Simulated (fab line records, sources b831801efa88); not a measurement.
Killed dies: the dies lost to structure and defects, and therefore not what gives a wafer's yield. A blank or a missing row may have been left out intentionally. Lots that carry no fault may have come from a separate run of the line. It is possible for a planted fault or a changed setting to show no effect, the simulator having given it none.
Which of the tools did it?    flow gf180mcu    6 lots with 18 wafers sampled at 2 steps, on a route of 602 steps

WHAT EACH GAUGE READ, for each wafer
GF_STI_THK_MEAS_04.
lot   measured     on             STI_CVD_03_THK (nm)
L839  day 1 23:34  film-metro-04  204.5 204.2 204.8
L841  day 2 09:34  film-metro-04  207.7 205.7 205.5
L843  day 2 19:34  film-metro-04  204.8 204.9 204.2
L845  day 3 05:35  film-metro-04  236.8 237.5 238.7
L848  day 3 23:34  film-metro-02  239.6 236.9 237.8
L857  day 5 20:05  film-metro-02  207.4 206.0 208.6

WHAT TOOL EACH LOT RAN ON (gives the tool, then ch and the chambers of the sampled wafers, and finally the start)
lot   GF_STI_CVD_03
L839  lpcvd-02 ch 1, day 1 21:34
L841  lpcvd-01 ch 1, day 2 07:34
L843  lpcvd-02 ch 0, day 2 17:34
L845  lpcvd-01 ch 0, day 3 03:34
L848  lpcvd-01 ch 1, day 3 20:35
L857  lpcvd-02 ch 0, day 5 15:36
- GF_STI_CVD_03: deposits Si3N4 from DCS/NH3, target thk 207.16 nm, time 3551 s.

THE ANSWER, worked out from the rows above alone
Rule: usual is defined by the lots themselves. Put in order of their means at a reading, lots are off if they are a third of the lots or fewer, leave a main group of 4 or more, and stand apart from it by a gap of 3 or more times the standard deviation of the main group's means; of several such gaps the widest counts. A main group is skipped when, at the precision printed for the reading in the tables above, its means are all equal. Also off: a lot with no number at a reading for which 4 or more lots have one. Any other lot the step has rows for is counted as sound.
Off: L845, L848, seen at GF_STI_THK_MEAS_04 (STI_CVD_03_THK). For the main group the mean is 205.7 nm and the standard deviation 1.2.
A tool fits if, at a process step before that reading, it ran every lot that is off, and no sound lot after the first of them. Gauges at GF_STI_THK_MEAS_04: tried the same way as those tools. One fits: GF_STI_CVD_03 on lpcvd-01. Its last sound lot is L841 (day 2 07:34), its first lot that is off L845 (day 3 03:34): a fault that began between those two fits.

WHAT THE SIMULATOR HAD INSERTED
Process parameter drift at GF_STI_CVD_03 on lpcvd-01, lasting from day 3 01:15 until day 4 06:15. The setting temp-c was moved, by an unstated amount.
Struck lots among those shown: L845, L848. Same finding as the rule above.
